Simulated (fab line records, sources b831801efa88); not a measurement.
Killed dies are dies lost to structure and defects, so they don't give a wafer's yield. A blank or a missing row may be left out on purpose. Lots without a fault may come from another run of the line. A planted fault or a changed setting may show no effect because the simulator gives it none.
Problem report in the 8D (eight disciplines) form, filled by code | flow sky130 | the parts of the form that need people (team, actions taken, sign-off) are left out

1. THE PROBLEM
plate_temp_C at SKY_FIELD_ISO_SOFTBAKE_09 reads a mean of 98.15 C on 6 wafers of 2 lots; wafers without a fault read 100.01 C with a standard deviation of 0.13. That is -14 standard deviations from the usual mean.
The step: time 90 s.
First seen on wafer L442.2, day 5 21:00, on litho_track-02. The record holds 36 wafers of 12 lots with a number at this step. Rule for "out", or "out of limits": more than 4 standard deviations from the usual mean. The other wafers with a number count as sound.

2. WHAT IT IS AND WHAT IT IS NOT
question                    | is                                 | is not
which readings at this step | plate_temp_C, heater_power_total_W | chill_plate_temp_C
which lots                  | L442, L444                         | L425, L427, L428, L429, L430, L431, L432, L434, L445, L446
which wafers of those lots  | all that have a number             | -
read on which tools         | litho_track-02                     | litho_track-01, litho_track-03
when                        | from day 5 21:00                   | up to then (24 sound wafers); but 6 sound wafers of L445, L446 came after

3. SUSPECTS, AND WHAT RULES EACH OUT
Counting: a tool at a process step up to the reading stays a suspect if it ran every lot that is out and no sound lot after the first of them.
- litho_track-02 at SKY_FIELD_ISO_SOFTBAKE_09 (time 90 s): kept. It ran every lot that is out, first L442 (day 5 21:00), and no sound lot after that; its last sound lot up to then is L434 (day 4 05:00). Its own readings are out on those wafers: heater_power_total_W, plate_temp_C.
Left after counting: litho_track-02 at SKY_FIELD_ISO_SOFTBAKE_09.

4. THE CAUSE (what the simulator had put in)
Process parameter drift: litho_track-02, from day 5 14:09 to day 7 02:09, at SKY_FIELD_ISO_SOFTBAKE_09. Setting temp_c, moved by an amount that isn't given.
Counting left only this tool.

5. THE CHAIN OF EFFECTS, in route order
Each row: a reading whose mean over the struck wafers that have a number lies more than 3 standard deviations from the usual. Only readings for which the record gives a usual standard deviation are gone through. hours: the time from each lot's start at the first step in this table that gives one to its start at this step, as a median over the lots. sigmas: the change in usual standard deviations.
hours | step                      | reading              | usual    | on struck wafers | change | sigmas
0     | SKY_FIELD_ISO_SOFTBAKE_09 | heater_power_total_W | 57.36 W  | 55.94            | -1.42  | -12
0     | SKY_FIELD_ISO_SOFTBAKE_09 | plate_temp_C         | 100.01 C | 98.15            | -1.86  | -14
The process steps in it:
- SKY_FIELD_ISO_SOFTBAKE_09: time 90 s.
Later measuring or inspecting steps at which every struck wafer that the step has a row for has a number for every such reading, and none has moved that far: SKY_PWDE_OVL_MEAS_07.

6. WHAT WOULD HAVE CAUGHT IT SOONER
In this record the first reading out of limits was taken at day 5 21:00, 7 hours after the fault began at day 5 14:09.
